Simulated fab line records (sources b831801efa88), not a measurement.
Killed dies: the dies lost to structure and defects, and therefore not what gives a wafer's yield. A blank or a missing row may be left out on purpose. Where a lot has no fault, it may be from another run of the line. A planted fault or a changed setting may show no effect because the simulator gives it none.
Which of the tools did it? || flow gf180mcu || 30 wafers from 10 lots sampled at 7 of the route's 602 steps

WHAT EACH GAUGE READ, for each wafer
GF_NWELL_TW_MEAS_11.
{"lot": "L787", "measured": "day 3 07:52", "on": "filmMetro-03", "NWELL_TW": "1566 1556 1563"}
{"lot": "L788", "measured": "day 3 13:15", "on": "filmMetro-02", "NWELL_TW": "1550 1553 1553"}
{"lot": "L790", "measured": "day 4 00:01", "on": "filmMetro-01", "NWELL_TW": "1592 1586 1587"}
{"lot": "L791", "measured": "day 4 07:57", "on": "filmMetro-03", "NWELL_TW": "1551 1555 1558"}
{"lot": "L793", "measured": "day 4 16:37", "on": "filmMetro-02", "NWELL_TW": "1915 1902 1910"}
{"lot": "L798", "measured": "day 5 23:40", "on": "filmMetro-01", "NWELL_TW": "1959 1951 1960"}
{"lot": "L807", "measured": "day 7 20:04", "on": "filmMetro-01", "NWELL_TW": "1587 1581 1583"}
{"lot": "L808", "measured": "day 8 08:27", "on": "filmMetro-01", "NWELL_TW": "1587 1588 1587"}
{"lot": "L809", "measured": "day 8 09:04", "on": "filmMetro-01", "NWELL_TW": "1573 1589 1588"}
{"lot": "L810", "measured": "day 8 14:40", "on": "filmMetro-02", "NWELL_TW": "1550 1556 1548"}

GF_LVPWELL_TW_MEAS_11.
{"lot": "L787", "measured": "day 3 21:21", "on": "filmMetro-01", "LVPWELL_TW": "562 563 567"}
{"lot": "L788", "measured": "day 4 03:15", "on": "filmMetro-03", "LVPWELL_TW": "552 553 555"}
{"lot": "L790", "measured": "day 4 14:21", "on": "filmMetro-02", "LVPWELL_TW": "553 553 552"}
{"lot": "L791", "measured": "day 4 21:53", "on": "filmMetro-03", "LVPWELL_TW": "552 554 550"}
{"lot": "L793", "measured": "day 5 06:46", "on": "filmMetro-03", "LVPWELL_TW": "1524 1520 1528"}
{"lot": "L798", "measured": "day 6 14:40", "on": "filmMetro-01", "LVPWELL_TW": "1548 1549 1546"}
{"lot": "L807", "measured": "day 8 12:25", "on": "filmMetro-02", "LVPWELL_TW": "551 554 554"}
{"lot": "L808", "measured": "day 9 01:32", "on": "filmMetro-01", "LVPWELL_TW": "562 563 566"}
{"lot": "L809", "measured": "day 9 02:32", "on": "filmMetro-01", "LVPWELL_TW": "566 567 568"}
{"lot": "L810", "measured": "day 9 08:20", "on": "filmMetro-02", "LVPWELL_TW": "553 555 553"}

GF_MVSD_TW_MEAS_11.
{"lot": "L787", "measured": "day 4 11:07", "on": "filmMetro-02", "MVSD_TW": "1579 1570 1569"}
{"lot": "L788", "measured": "day 4 16:58", "on": "filmMetro-03", "MVSD_TW": "1563 1576 1568"}
{"lot": "L790", "measured": "day 5 04:51", "on": "filmMetro-02", "MVSD_TW": "1564 1564 1567"}
{"lot": "L791", "measured": "day 5 12:31", "on": "filmMetro-02", "MVSD_TW": "1560 1565 1559"}
{"lot": "L793", "measured": "day 5 23:58", "on": "filmMetro-01", "MVSD_TW": "1973 1956 1951"}
{"lot": "L798", "measured": "day 7 06:22", "on": "filmMetro-01", "MVSD_TW": "1963 1958 1961"}
{"lot": "L807", "measured": "day 9 05:42", "on": "filmMetro-01", "MVSD_TW": "1603 1591 1608"}
{"lot": "L808", "measured": "day 9 18:59", "on": "filmMetro-02", "MVSD_TW": "1574 1588 1579"}
{"lot": "L809", "measured": "day 9 20:17", "on": "filmMetro-02", "MVSD_TW": "1566 1571 1571"}
{"lot": "L810", "measured": "day 10 02:25", "on": "filmMetro-01", "MVSD_TW": "1593 1594 1607"}

GF_HV_LDD_TW_MEAS_11.
{"lot": "L787", "measured": "day 9 19:38", "on": "filmMetro-02", "HV_LDD_TW": "2378 2395 2391"}
{"lot": "L788", "measured": "day 10 06:13", "on": "filmMetro-02", "HV_LDD_TW": "2389 2386 2392"}
{"lot": "L790", "measured": "day 10 21:48", "on": "filmMetro-02", "HV_LDD_TW": "2385 2396 2375"}
{"lot": "L791", "measured": "day 11 04:40", "on": "filmMetro-03", "HV_LDD_TW": "2398 2393 2391"}
{"lot": "L793", "measured": "day 12 03:06", "on": "filmMetro-03", "HV_LDD_TW": "2398 2401 2406"}
{"lot": "L798", "measured": "day 13 11:52", "on": "filmMetro-02", "HV_LDD_TW": "2371 2376 2371"}
{"lot": "L807", "measured": "day 16 04:13", "on": "filmMetro-03", "HV_LDD_TW": "2397 2423 2402"}
{"lot": "L808", "measured": "day 16 19:12", "on": "filmMetro-01", "HV_LDD_TW": "2427 2441 2437"}
{"lot": "L809", "measured": "day 16 23:00", "on": "filmMetro-01", "HV_LDD_TW": "2419 2433 2425"}
{"lot": "L810", "measured": "day 17 07:59", "on": "filmMetro-03", "HV_LDD_TW": "2395 2404 2400"}

EACH LOT AND THE TOOL THAT RAN IT (in order: tool; ch and the chambers of the sampled wafers; start)
{"lot": "L787", "GF_DNWELL_COAT_02": "lithoTrack-04 ch 0, day 2 12:01", "GF_DNWELL_STRIP_08": "plasmaAsher-02 ch 0,1, day 2 19:00", "GF_VT_IMPLANT_STRIP_09": "plasmaAsher-04 ch 0,1, day 5 15:07"}
{"lot": "L788", "GF_DNWELL_COAT_02": "lithoTrack-02 ch 0, day 2 18:00", "GF_DNWELL_STRIP_08": "plasmaAsher-01 ch 1, day 3 00:24", "GF_VT_IMPLANT_STRIP_09": "plasmaAsher-04 ch 0,1, day 5 21:55"}
{"lot": "L790", "GF_DNWELL_COAT_02": "lithoTrack-02 ch 0, day 3 04:23", "GF_DNWELL_STRIP_08": "plasmaAsher-03 ch 0,1, day 3 10:45", "GF_VT_IMPLANT_STRIP_09": "plasmaAsher-04 ch 0, day 6 11:41"}
{"lot": "L791", "GF_DNWELL_COAT_02": "lithoTrack-01 ch 0, day 3 11:11", "GF_DNWELL_STRIP_08": "plasmaAsher-02 ch 0,1, day 3 18:23", "GF_VT_IMPLANT_STRIP_09": "plasmaAsher-01 ch 0,1, day 6 16:06"}
{"lot": "L793", "GF_DNWELL_COAT_02": "lithoTrack-01 ch 0, day 3 19:27", "GF_DNWELL_STRIP_08": "plasmaAsher-02 ch 0,1, day 4 02:38", "GF_VT_IMPLANT_STRIP_09": "plasmaAsher-01 ch 0,1, day 7 06:04"}
{"lot": "L798", "GF_DNWELL_COAT_02": "lithoTrack-01 ch 0, day 4 20:59", "GF_DNWELL_STRIP_08": "plasmaAsher-02 ch 0,1, day 5 04:41", "GF_VT_IMPLANT_STRIP_09": "plasmaAsher-03 ch 0,1, day 8 14:35"}
{"lot": "L807", "GF_DNWELL_COAT_02": "lithoTrack-02 ch 0, day 6 20:02", "GF_DNWELL_STRIP_08": "plasmaAsher-02 ch 0,1, day 7 04:23", "GF_VT_IMPLANT_STRIP_09": "plasmaAsher-03 ch 0,1, day 10 17:04"}
{"lot": "L808", "GF_DNWELL_COAT_02": "lithoTrack-02 ch 0, day 7 07:14", "GF_DNWELL_STRIP_08": "plasmaAsher-02 ch 0,1, day 7 15:30", "GF_VT_IMPLANT_STRIP_09": "plasmaAsher-04 ch 0,1, day 11 08:04"}
{"lot": "L809", "GF_DNWELL_COAT_02": "lithoTrack-01 ch 0, day 7 08:39", "GF_DNWELL_STRIP_08": "plasmaAsher-03 ch 0,1, day 7 16:42", "GF_VT_IMPLANT_STRIP_09": "plasmaAsher-03 ch 0,1, day 11 09:28"}
{"lot": "L810", "GF_DNWELL_COAT_02": "lithoTrack-01 ch 0, day 7 13:42", "GF_DNWELL_STRIP_08": "plasmaAsher-02 ch 0,1, day 7 21:45", "GF_VT_IMPLANT_STRIP_09": "plasmaAsher-04 ch 0,1, day 11 13:51"}
- GF_DNWELL_COAT_02: resist thk 3000 nm.
- GF_DNWELL_STRIP_08: strips in O2/N2.
- GF_VT_IMPLANT_STRIP_09: strips in O2/N2.

WHAT THE TOOLS THEMSELVES READ (means of the sampled wafers that have a number; where no wafer has one, the mark that the record gives instead)
GF_DNWELL_STRIP_08.
{"lot": "L787", "tool": "plasmaAsher-02", "drypumpMotorCurrentA (A)": 5.4, "heaterPowerW (W)": 342, "oesProductAu (a.u.)": 0.722, "stripTimeToEndpointS (s)": 36.79}
{"lot": "L788", "tool": "plasmaAsher-01", "drypumpMotorCurrentA (A)": 5.9, "heaterPowerW (W)": 330, "oesProductAu (a.u.)": 0.718, "stripTimeToEndpointS (s)": 36.92}
{"lot": "L790", "tool": "plasmaAsher-03", "drypumpMotorCurrentA (A)": 5.8, "heaterPowerW (W)": 369, "oesProductAu (a.u.)": 0.725, "stripTimeToEndpointS (s)": 36.92}
{"lot": "L791", "tool": "plasmaAsher-02", "drypumpMotorCurrentA (A)": 5.7, "heaterPowerW (W)": 349, "oesProductAu (a.u.)": 0.723, "stripTimeToEndpointS (s)": 36.94}
{"lot": "L793", "tool": "plasmaAsher-02", "drypumpMotorCurrentA (A)": 5.4, "heaterPowerW (W)": 345, "oesProductAu (a.u.)": 0.717, "stripTimeToEndpointS (s)": 17.69}
{"lot": "L798", "tool": "plasmaAsher-02", "drypumpMotorCurrentA (A)": 5.4, "heaterPowerW (W)": 352, "oesProductAu (a.u.)": 0.718, "stripTimeToEndpointS (s)": 17.76}
{"lot": "L807", "tool": "plasmaAsher-02", "drypumpMotorCurrentA (A)": 5.7, "heaterPowerW (W)": 345, "oesProductAu (a.u.)": 0.720, "stripTimeToEndpointS (s)": 36.97}
{"lot": "L808", "tool": "plasmaAsher-02", "drypumpMotorCurrentA (A)": 5.6, "heaterPowerW (W)": 349, "oesProductAu (a.u.)": 0.722, "stripTimeToEndpointS (s)": 37.15}
{"lot": "L809", "tool": "plasmaAsher-03", "drypumpMotorCurrentA (A)": 5.8, "heaterPowerW (W)": 360, "oesProductAu (a.u.)": 0.723, "stripTimeToEndpointS (s)": 36.98}
{"lot": "L810", "tool": "plasmaAsher-02", "drypumpMotorCurrentA (A)": 5.4, "heaterPowerW (W)": 345, "oesProductAu (a.u.)": 0.724, "stripTimeToEndpointS (s)": 36.92}

GF_VT_IMPLANT_STRIP_09.
{"lot": "L787", "tool": "plasmaAsher-04", "drypumpMotorCurrentA (A)": 5.41, "heaterPowerW (W)": 323, "oesProductAu (a.u.)": 0.712, "stripTimeToEndpointS (s)": 12.59}
{"lot": "L788", "tool": "plasmaAsher-04", "drypumpMotorCurrentA (A)": 5.41, "heaterPowerW (W)": 323, "oesProductAu (a.u.)": 0.720, "stripTimeToEndpointS (s)": 12.59}
{"lot": "L790", "tool": "plasmaAsher-04", "drypumpMotorCurrentA (A)": 5.39, "heaterPowerW (W)": 317, "oesProductAu (a.u.)": 0.718, "stripTimeToEndpointS (s)": 12.63}
{"lot": "L791", "tool": "plasmaAsher-01", "drypumpMotorCurrentA (A)": 5.68, "heaterPowerW (W)": 320, "oesProductAu (a.u.)": 0.720, "stripTimeToEndpointS (s)": 12.63}
{"lot": "L793", "tool": "plasmaAsher-01", "drypumpMotorCurrentA (A)": 5.70, "heaterPowerW (W)": 329, "oesProductAu (a.u.)": 0.711, "stripTimeToEndpointS (s)": 12.63}
{"lot": "L798", "tool": "plasmaAsher-03", "drypumpMotorCurrentA (A)": 5.64, "heaterPowerW (W)": 341, "oesProductAu (a.u.)": 0.718, "stripTimeToEndpointS (s)": 12.63}
{"lot": "L807", "tool": "plasmaAsher-03", "drypumpMotorCurrentA (A)": 5.64, "heaterPowerW (W)": 341, "oesProductAu (a.u.)": 0.717, "stripTimeToEndpointS (s)": 12.67}
{"lot": "L808", "tool": "plasmaAsher-04", "drypumpMotorCurrentA (A)": 5.39, "heaterPowerW (W)": 327, "oesProductAu (a.u.)": 0.717, "stripTimeToEndpointS (s)": 12.56}
{"lot": "L809", "tool": "plasmaAsher-03", "drypumpMotorCurrentA (A)": 5.65, "heaterPowerW (W)": 342, "oesProductAu (a.u.)": 0.717, "stripTimeToEndpointS (s)": 12.59}
{"lot": "L810", "tool": "plasmaAsher-04", "drypumpMotorCurrentA (A)": 5.41, "heaterPowerW (W)": 326, "oesProductAu (a.u.)": 0.717, "stripTimeToEndpointS (s)": 12.62}

THE ANSWER, worked out from the rows above alone
Rule: the lots themselves supply what counts as usual. The widest of any qualifying gaps counts: lots, ordered by their means at a reading, are off when they make up no more than a third of the lots, leave a main group of 4 or more, and stand apart from it by 3 or more times the standard deviation of that group's means. The tables above print the reading to a certain number of digits; a main group whose means all agree to those digits is not used. Also off: a lot with no number at a reading for which 4 or more lots have one. The other lots that the step has rows for count as sound. After the gauges, taken in route order, come the tools' own readings; for these a lot's mean is taken, as printed above. The first step at which some lot is off is used, and at that step the reading that is off furthest; a lot without a number counts as furthest.
Off: L793, L798, at GF_NWELL_TW_MEAS_11 (NWELL_TW). For the main group the mean is 1570 and the standard deviation 16.
If a tool, at a process step before that reading, ran all the lots that are off and no sound lot after the first of them, it fits. Not tried: the gauges at GF_NWELL_TW_MEAS_11; whatever is off there is also off at GF_DNWELL_STRIP_08, on other tools, and gauge error can't account for it. Not one of the candidates tried fits.

WHAT HAD BEEN PUT IN BY THE SIMULATOR
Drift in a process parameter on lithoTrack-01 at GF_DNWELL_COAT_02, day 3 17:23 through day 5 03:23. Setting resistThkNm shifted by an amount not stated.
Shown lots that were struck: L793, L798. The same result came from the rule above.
